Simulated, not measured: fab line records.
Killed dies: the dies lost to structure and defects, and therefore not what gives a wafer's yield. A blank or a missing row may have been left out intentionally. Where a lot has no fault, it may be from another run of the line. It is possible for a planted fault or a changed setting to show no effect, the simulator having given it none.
fab line records	flow sky130
[record] lots = 12	wafers = 36	last_day = 51
route steps=708 shown VIA3@593 CAP2M@607 METAL4@634 PAD_OPEN@708
lots that met no fault: from a run of the same line without faults
start_h: start of the lot's first displayed wafer, in hours after the record's first day	wait_h: hours elapsed since this lot's preceding step	" as in the row above	L1.1+2: one row covering several wafers at once	- value missing, or start not given	* or withheld: withheld	< > ~ a bound
route shown NAME@n: names a module that has steps shown in the file, with the first one's number in the route	usual: average and standard deviation across the fault-free wafers	same: alike in all rows	chamber/n: place in a boat	sites: each site's reading	_std_site: the values' standard deviation	_edge_site: outer sites' mean less inner sites'	radius_mm: how far each site lies from the wafer's centre	mask NAME#n: copy n	behind: the tool/chamber that last shaped the wafer	hold: why the lot went on hold/how many hours it stayed there/how the hold came to an end	device: the transistor (n, p or np) that didn't switch	end of line: tests run on the same wafers once the route is complete	for a step that has no rows: nothing shown but its recipe	killed: dies that structure and defects cost at the first sort, which is not the same as the wafer's yield	map: the dies of a wafer, with x for killed, . for not killed, _ for no die there
set.NAME: the setting as run; set.NAME@STEP: as run at that earlier step	model.NAME: the simulator's own value behind a step, which no gauge read
one table for each step of the route and one row for each wafer, over a sample of lots
services: a tool's chamber out of use, with start hour (start_h, from the record's first day; less than 0 if before it), hours out, and reason
[[steps]]
[step SKY_VIA3_SPUTTER_20]
[recipe] material = TiN	target_thk_nm = 20	chamber_pressure_pa = 5	power_w = 4000	time_s = 80
[usual] throttle_valve_pct = 29.5/0.8
lot.wafer	tool	chamber	start_h	wait_h	throttle_valve_pct
L273.2	pvd_sputter-04	-	963.21	0.0	30.5
L273.3	"	-	"	"	28.6
L273.4	"	-	"	"	30.3
L272.2	pvd_sputter-03	-	963.49	0.0	29.2
L272.5	"	-	"	"	29.7
L272.6	"	-	"	"	29.4
L275.1	pvd_sputter-02	-	971.39	0.0	29.4
L275.2	"	-	"	"	27.1
L275.6	"	-	"	"	29.2
L276.3	pvd_sputter-02	-	983.94	0.0	30.1
L276.5	"	-	"	"	27.0
L276.6	"	-	"	"	30.0
L278.2	pvd_sputter-04	-	996.89	0.0	30.1
L278.5	"	-	"	"	30.4
L278.6	"	-	"	"	30.0
L279.2	pvd_sputter-04	-	1002.04	0.0	30.3
L279.3	"	-	"	"	29.6
L279.6	"	-	"	"	30.4
L283.2	pvd_sputter-04	-	1035.37	0.0	30.1
L283.3	"	-	"	"	28.8
L283.5	"	-	"	"	29.8
L284.1	pvd_sputter-04	-	1046.08	0.0	29.6
L284.2	"	-	"	"	30.3
L284.3	"	-	"	"	30.1
L285.3	pvd_sputter-04	-	1047.40	0.0	29.0
L285.4	"	-	"	"	30.5
L285.6	"	-	"	"	30.1
L286.3	pvd_sputter-03	-	1048.05	0.0	29.4
L286.4	"	-	"	"	29.2
L286.5	"	-	"	"	29.9
L287.2	pvd_sputter-03	-	1057.54	0.0	29.6
L287.4	"	-	"	"	29.5
L287.6	"	-	"	"	29.1
L292.1	pvd_sputter-03	-	1105.67	0.0	29.1
L292.2	"	-	"	"	29.8
L292.6	"	-	"	"	29.4
[step SKY_VIA3_RS_MEAS_22]
[recipe] thk_meas_gauge = four-point-probe	reads = W_of_VIA3_CVD_21+TiN_of_VIA3_SPUTTER_20
[usual] VIA3_W_RS = 0.2936/0.0027
lot.wafer	tool	chamber	start_h	wait_h	VIA3_W_RS[ohm/sq]
L273.2	film_metro-04	-	963.41	0.1	0.2923
L273.3	"	-	"	"	0.2933
L273.4	"	-	"	"	0.2927
L272.2	film_metro-03	-	963.69	0.1	0.2969
L272.5	"	-	"	"	0.2967
L272.6	"	-	"	"	0.2918
L275.1	film_metro-02	-	971.57	0.1	0.2961
L275.2	"	-	"	"	0.2968
L275.6	"	-	"	"	0.2925
L276.3	film_metro-04	-	984.17	0.1	0.2956
L276.5	"	-	"	"	0.2947
L276.6	"	-	"	"	0.3009
L278.2	film_metro-02	-	997.09	0.1	0.2965
L278.5	"	-	"	"	0.2963
L278.6	"	-	"	"	0.2950
L279.2	film_metro-02	-	1002.24	0.1	0.2909
L279.3	"	-	"	"	0.2907
L279.6	"	-	"	"	0.2934
L283.2	film_metro-02	-	1035.57	0.1	0.2954
L283.3	"	-	"	"	0.2938
L283.5	"	-	"	"	0.2966
L284.1	film_metro-02	-	1046.26	0.1	0.2909
L284.2	"	-	"	"	0.2902
L284.3	"	-	"	"	0.2922
L285.3	film_metro-02	-	1047.62	0.1	0.2893
L285.4	"	-	"	"	0.2959
L285.6	"	-	"	"	0.2946
L286.3	film_metro-02	-	1048.27	0.1	0.2915
L286.4	"	-	"	"	0.2930
L286.5	"	-	"	"	0.2905
L287.2	film_metro-02	-	1057.75	0.1	0.2946
L287.4	"	-	"	"	0.2895
L287.6	"	-	"	"	0.2910
L292.1	film_metro-04	-	1105.85	0.1	0.2895
L292.2	"	-	"	"	0.2925
L292.6	"	-	"	"	0.2912
[step SKY_CAP2M_THK_MEAS_04]
[recipe] thk_meas_gauge = xrf	reads = TiN_of_CAP2M_SPUTTER_02
[usual] CAP2M_TIN_THK = 203.3/2.6
lot.wafer	tool	chamber	start_h	wait_h	CAP2M_TIN_THK[nm]
L273.2	film_metro-04	-	964.35	0.1	203.0
L273.3	"	-	"	"	202.8
L273.4	"	-	"	"	202.8
L272.2	film_metro-04	-	964.65	0.1	203.5
L272.5	"	-	"	"	201.7
L272.6	"	-	"	"	202.2
L275.1	film_metro-04	-	972.52	0.1	203.4
L275.2	"	-	"	"	204.6
L275.6	"	-	"	"	204.3
L276.3	film_metro-04	-	985.11	0.1	198.1
L276.5	"	-	"	"	197.8
L276.6	"	-	"	"	199.6
L278.2	film_metro-02	-	998.11	0.1	205.7
L278.5	"	-	"	"	204.2
L278.6	"	-	"	"	205.2
L279.2	film_metro-02	-	1003.18	0.1	205.4
L279.3	"	-	"	"	206.1
L279.6	"	-	"	"	207.1
L283.2	film_metro-02	-	1036.77	0.1	206.7
L283.3	"	-	"	"	209.5
L283.5	"	-	"	"	208.2
L284.1	film_metro-04	-	1047.21	0.1	203.3
L284.2	"	-	"	"	200.7
L284.3	"	-	"	"	200.0
L285.3	film_metro-01	-	1048.55	0.1	202.2
L285.4	"	-	"	"	202.8
L285.6	"	-	"	"	202.9
L286.3	film_metro-02	-	1049.20	0.1	207.8
L286.4	"	-	"	"	205.6
L286.5	"	-	"	"	208.1
L287.2	film_metro-01	-	1058.68	0.1	200.8
L287.4	"	-	"	"	200.1
L287.6	"	-	"	"	199.8
L292.1	film_metro-01	-	1106.80	0.1	202.3
L292.2	"	-	"	"	203.1
L292.6	"	-	"	"	203.9
[step SKY_METAL4_METAL_ETCH_18]
[recipe] target_depth_a = 8450	stop_on = SiO2	over_etch_frac = 0.3	time_s = 183.1	chemistry = Cl2/BCl3	resist_sidewall_deg = 88	pressure_mtorr = 10	icp_w = 900	bias_w = 48.5	Cl2_flow_sccm = 60	bcl3_flow_sccm = 30
[usual] drypump_motor_current_A = 5.8/0.32	oes_product_au = 0.864/0.0064	throttle_valve_pct = 22.265/0.0093
lot.wafer	tool	chamber	start_h	wait_h	drypump_motor_current_A	oes_product_au	rf_hours_counter_h	throttle_valve_pct
L273.2	rie_metal-04	1	1011.34	0.0	5.3	0.875	17	22.259
L273.3	"	0	"	"	6.1	0.865	-	22.258
L273.4	"	1	"	"	5.3	0.878	-	22.266
L272.2	rie_metal-01	0	1011.97	0.0	6.1	0.873	10	22.268
L272.5	"	1	"	"	5.8	0.861	-	22.252
L272.6	"	0	"	"	6.1	0.876	-	22.257
L275.1	rie_metal-04	1	1018.59	0.0	5.3	0.857	18	22.269
L275.2	"	0	"	"	6.1	0.866	10	22.255
L275.6	"	1	"	"	5.3	0.865	-	22.257
L276.3	rie_metal-04	0	1030.55	0.1	6.1	0.868	-	22.263
L276.5	"	1	"	"	5.3	0.858	-	22.271
L276.6	"	0	"	"	6.1	0.855	-	22.264
L278.2	rie_metal-03	1	1045.07	0.0	5.9	0.853	18	22.264
L278.5	"	1	"	"	5.9	0.861	-	22.266
L278.6	"	0	"	"	5.5	0.862	-	22.271
L279.2	rie_metal-04	1	1049.37	0.0	5.3	0.861	20	22.265
L279.3	"	1	"	"	5.3	0.865	-	22.262
L279.6	"	1	"	"	5.3	0.868	-	22.272
L283.2	rie_metal-01	1	1081.24	0.0	5.8	0.862	22	22.264
L283.3	"	1	"	"	5.8	0.862	-	22.259
L283.5	"	0	"	"	6.1	0.852	-	22.271
L284.1	rie_metal-01	0	1089.83	0.0	6.1	0.866	16	22.266
L284.2	"	1	"	"	5.8	0.872	24	22.275
L284.3	"	0	"	"	6.1	0.865	-	22.262
L285.3	rie_metal-01	1	1092.11	0.1	5.8	0.871	-	22.260
L285.4	"	0	"	"	6.1	0.873	-	22.247
L285.6	"	0	"	"	6.1	0.864	-	22.254
L286.3	rie_metal-03	0	1092.56	0.1	5.5	0.873	-	22.272
L286.4	"	0	"	"	5.5	0.876	-	22.274
L286.5	"	0	"	"	5.5	0.867	-	22.254
L287.2	rie_metal-03	0	1101.45	0.0	5.5	0.868	9	22.263
L287.4	"	0	"	"	5.5	0.874	-	22.276
L287.6	"	0	"	"	5.5	0.868	-	22.274
L292.1	rie_metal-01	0	1144.79	0.0	6.1	0.866	20	22.277
L292.2	"	1	"	"	5.8	0.875	28	22.278
L292.6	"	0	"	"	6.1	0.870	-	22.247
[step SKY_PAD_OPEN_PROBE_99]
[usual] defect_limited_yield = 82.4/2	killed_at_M0_to_M3 = 43/6.8	killed_at_M4_up = 3.1/1.8	killed_at_contacts = 25/5.8	killed_at_front_end = 15/4.2	killed_at_other = 0.3/0.5	killed_dies = 87/9.7	killed_open = 47/7.3	killed_short = 39/6.6	sort_bin_3_pad_short = 0.9/0.37	sort_bin_5_function = 10.4/1.4	sort_bin_6_memory = 6.3/1.1	sort_n_pass = 405/9.7	sort_yield_pct = 82.4/2
[same] gross_dies = 492	killed_at_back_side = 0	sort_bin_4_leakage[%] = 0	sort_bin_8_speed[%] = 0
lot.wafer	tool	chamber	start_h	wait_h	defect_limited_yield[%]	killed_at_M0_to_M3	killed_at_M4_up	killed_at_contacts	killed_at_front_end	killed_at_other	killed_dies	killed_open	killed_short	sort_bin_3_pad_short[%]	sort_bin_5_function[%]	sort_bin_6_memory[%]	sort_n_pass	sort_yield_pct[%]
L284.1	prober-01	-	1173.74	0.1	74.2	89	3	21	14	0	127	37	45	1.6	16.5	7.7	365	74.2
L284.2	prober-01	-	1173.79	0.1	74.0	87	2	25	14	0	128	46	39	2.6	14.8	8.5	364	74.0
L284.3	prober-01	-	1173.84	0.2	77.4	75	3	19	14	0	111	35	41	2.4	14.4	5.7	381	77.4
L285.3	prober-02	-	1175.59	0.2	70.5	87	5	32	21	0	145	67	39	2.4	17.7	9.3	347	70.5
L285.4	prober-02	-	1175.64	0.2	71.3	91	5	25	20	0	141	58	40	2.0	17.7	8.9	351	71.3
L285.6	prober-02	-	1175.74	0.2	74.4	74	4	29	19	0	126	53	33	2.4	16.5	6.7	366	74.4
L286.3	prober-01	-	1175.74	0.2	80.5	50	1	33	12	0	96	47	49	1.4	11.0	7.1	396	80.5
L286.4	prober-01	-	1175.79	0.2	82.5	39	6	25	16	0	86	50	36	0.4	9.8	7.3	406	82.5
L286.5	prober-01	-	1175.84	0.2	81.3	47	2	32	10	1	92	49	43	1.4	11.2	6.1	400	81.3
// killed by level:class
L284.1 VIA3:unspecified=45 VIA1:geometric_particle:short=9 VIA1:geometric_particle:open=9 CONTACT:geometric_particle:open=6 METAL1:geometric_particle:short=5 CONTACT:geometric_particle:short=5 VIA2:geometric_particle:open=5 VIA2:geometric_particle:short=4
L284.2 VIA3:unspecified=43 LI_CONTACT:geometric_particle:open=8 CONTACT:geometric_particle:open=8 VIA3:geometric_particle:open=8 VIA2:geometric_particle:open=5 VIA3:geometric_particle:short=5 LOCAL_INTERCONNECT:geometric_particle:short=4 VIA1:geometric_particle:open=4
L284.3 VIA3:unspecified=35 CONTACT:geometric_particle:open=8 METAL2:geometric_particle:short=7 VIA1:geometric_particle:short=7 CONTACT:geometric_particle:short=6 VIA2:geometric_particle:open=5 VIA1:geometric_particle:open=5 METAL1:geometric_particle:short=4
L285.3 VIA3:unspecified=39 CONTACT:geometric_particle:open=14 LI_CONTACT:geometric_particle:open=13 VIA1:geometric_particle:open=11 FIELD_ISO:geometric_particle:open=8 VIA3:geometric_particle:open=8 POLY_GATE:geometric_particle:short=6 METAL1:geometric_particle:short=5
L285.4 VIA3:unspecified=43 VIA1:geometric_particle:open=16 LI_CONTACT:geometric_particle:open=9 VIA3:geometric_particle:open=8 VIA2:geometric_particle:open=7 POLY_GATE:geometric_particle:open=6 CONTACT:geometric_particle:open=6 CONTACT:geometric_particle:short=6
L285.6 VIA3:unspecified=40 VIA1:geometric_particle:open=13 CONTACT:geometric_particle:open=10 FIELD_ISO:geometric_particle:short=6 POLY_GATE:geometric_particle:open=4 LI_CONTACT:geometric_particle:open=4 LI_CONTACT:geometric_particle:short=4 LOCAL_INTERCONNECT:geometric_particle:short=4
L286.3 CONTACT:geometric_particle:open=11 VIA1:geometric_particle:open=10 CONTACT:geometric_particle:short=9 METAL2:geometric_particle:short=9 LI_CONTACT:geometric_particle:open=7 METAL1:geometric_particle:short=7 VIA2:geometric_particle:open=6 VIA3:geometric_particle:short=5
L286.4 VIA1:geometric_particle:open=11 METAL2:geometric_particle:short=9 LI_CONTACT:geometric_particle:open=7 CONTACT:geometric_particle:open=7 VIA3:geometric_particle:open=7 FIELD_ISO:geometric_particle:short=5 LOCAL_INTERCONNECT:geometric_particle:short=4 POLY_GATE:geometric_particle:open=4
L286.5 CONTACT:geometric_particle:open=15 VIA1:geometric_particle:open=12 VIA3:geometric_particle:open=9 VIA1:geometric_particle:short=7 CONTACT:geometric_particle:short=6 METAL1:geometric_particle:short=6 FIELD_ISO:geometric_particle:short=5 LI_CONTACT:geometric_particle:open=5
[[services]]
tool	chamber	start_h	hours	kind
pvd_sputter-04	-	944.69	2.5	repair
rie_metal-03	0	961.59	-	clean
rie_metal-03	0	961.59	19.7	scheduled_down
rie_metal-03	0	961.59	19.7	vent_cycle
pvd_sputter-04	0	979.92	-	consumable_replace:kit
pvd_sputter-04	0	979.92	18.0	scheduled_down
pvd_sputter-04	0	979.92	18.0	vent_cycle
pvd_sputter-02	2	981.69	-	consumable_replace:kit
pvd_sputter-02	2	981.69	18.0	scheduled_down
pvd_sputter-02	2	981.69	18.0	vent_cycle
rie_metal-04	-	984.47	2.8	pm
pvd_sputter-03	-	1014.78	18.9	repair
rie_metal-03	-	1018.67	8.5	repair
rie_metal-01	-	1036.48	0.4	repair
pvd_sputter-03	2	1039.33	-	consumable_replace:kit
pvd_sputter-03	2	1039.33	18.0	scheduled_down
pvd_sputter-03	2	1039.33	18.0	vent_cycle
pvd_sputter-04	-	1050.04	23.7	repair
rie_metal-03	1	1054.32	15.0	repair
rie_metal-03	-	1077.97	2.8	pm
rie_metal-03	1	1082.58	10.0	repair
pvd_sputter-02	1	1090.98	-	consumable_replace:kit
rie_metal-03	0	1107.94	5.5	repair
rie_metal-04	0	1128.54	18.1	repair
[[key]]
[first_sign] step = SKY_PAD_OPEN_PROBE_99	reading = killed_at_M0_to_M3	direction = up	sigmas = 5.9	usual = 43	struck = 84
[effect] step = SKY_PAD_OPEN_PROBE_99	reading = defect_limited_yield	direction = down	sigmas = 4.5	usual = 82.4	struck = 73.6
met_at SKY_VIA3_SPUTTER_20
struck_lots L284,L285
not_acting_at SKY_VIA3_RS_MEAS_22,SKY_CAP2M_THK_MEAS_04,SKY_METAL4_METAL_ETCH_18
onset_between 1035.37 1046.08
[fault] kind = chamber_particle_source	tool = pvd_sputter-04	chamber = -	onset_h = 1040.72	steps = SKY_VIA3_SPUTTER_20	rate_per_visit_cm2 = 0.4287	end_h = 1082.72
